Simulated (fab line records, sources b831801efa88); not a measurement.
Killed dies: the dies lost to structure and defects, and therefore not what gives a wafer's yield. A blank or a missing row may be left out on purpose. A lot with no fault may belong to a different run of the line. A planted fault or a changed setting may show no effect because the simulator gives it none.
What tool caused it? :: flow sky130 :: 36 wafers from 12 lots sampled at 2 of the route's 708 steps

WHAT THE GAUGES READ, wafer by wafer
SKY_VIA2_RS_MEAS_22: the measuring method here is four-point-probe.
lot: L075
measured: day 36 12:34
on: film metro-03
VIA2_W_RS (ohm/sq): 0.2785 0.2754 0.2765

lot: L077
measured: day 37 06:17
on: film metro-04
VIA2_W_RS (ohm/sq): 0.2795 0.2730 0.2756

lot: L079
measured: day 37 16:00
on: film metro-03
VIA2_W_RS (ohm/sq): 0.2730 0.2729 0.2677

lot: L081
measured: day 38 15:43
on: film metro-03
VIA2_W_RS (ohm/sq): 0.2788 0.2763 0.2760

lot: L083
measured: day 39 05:06
on: film metro-04
VIA2_W_RS (ohm/sq): 0.2701 0.2755 0.2729

lot: L085
measured: day 39 21:07
on: film metro-03
VIA2_W_RS (ohm/sq): 0.2730 0.2730 0.2716

lot: L087
measured: day 40 17:52
on: film metro-04
VIA2_W_RS (ohm/sq): 0.2785 0.2744 0.2786

lot: L088
measured: day 41 00:06
on: film metro-04
VIA2_W_RS (ohm/sq): 0.2786 0.2792 0.2755

lot: L092
measured: day 41 17:58
on: film metro-01
VIA2_W_RS (ohm/sq): 0.2727 0.2723 0.2712

lot: L093
measured: day 42 00:16
on: film metro-04
VIA2_W_RS (ohm/sq): 0.2717 0.2736 0.2710

lot: L095
measured: day 42 14:26
on: film metro-01
VIA2_W_RS (ohm/sq): 0.2762 0.2751 0.2701

lot: L097
measured: day 43 00:28
on: film metro-04
VIA2_W_RS (ohm/sq): 0.2731 0.2718 0.2708

EACH LOT AND THE TOOL THAT RAN IT (in order: tool; ch and the chambers of the sampled wafers; start)
lot: L075
SKY_VIA2_CVD_21: cvd w-01 ch 0, day 36 12:26

lot: L077
SKY_VIA2_CVD_21: cvd w-01 ch 0,1, day 37 06:08

lot: L079
SKY_VIA2_CVD_21: cvd w-02 ch 0,1, day 37 15:52

lot: L081
SKY_VIA2_CVD_21: cvd w-01 ch 0,1, day 38 15:35

lot: L083
SKY_VIA2_CVD_21: cvd w-02 ch 0,1, day 39 04:58

lot: L085
SKY_VIA2_CVD_21: cvd w-02 ch 0, day 39 20:59

lot: L087
SKY_VIA2_CVD_21: cvd w-02 ch 0,1, day 40 17:43

lot: L088
SKY_VIA2_CVD_21: cvd w-02 ch 0,1, day 40 23:58

lot: L092
SKY_VIA2_CVD_21: cvd w-01 ch 1, day 41 17:50

lot: L093
SKY_VIA2_CVD_21: cvd w-01 ch 0,1, day 42 00:08

lot: L095
SKY_VIA2_CVD_21: cvd w-02 ch 0,1, day 42 14:18

lot: L097
SKY_VIA2_CVD_21: cvd w-01 ch 0,1, day 43 00:20
- SKY_VIA2_CVD_21: deposits W, target thk 420 nm, time 126.4 s.

THE ANSWER, worked out from the rows above alone
Rule: the usual values come from the lots themselves. The widest of any qualifying gaps counts: lots, ordered by their means at a reading, are off when they make up no more than a third of the lots, leave a main group of 4 or more, and stand apart from it by 3 or more times the standard deviation of that group's means. Not used: any main group whose means are identical at the precision the tables above print for the reading. A lot without any number at a reading at which 4 lots or more have one is off too. The other lots that the step has rows for count as sound.
Across all readings shown, no lot is off: no conclusion can be drawn from this.

WHAT THE SIMULATOR HAD PUT IN
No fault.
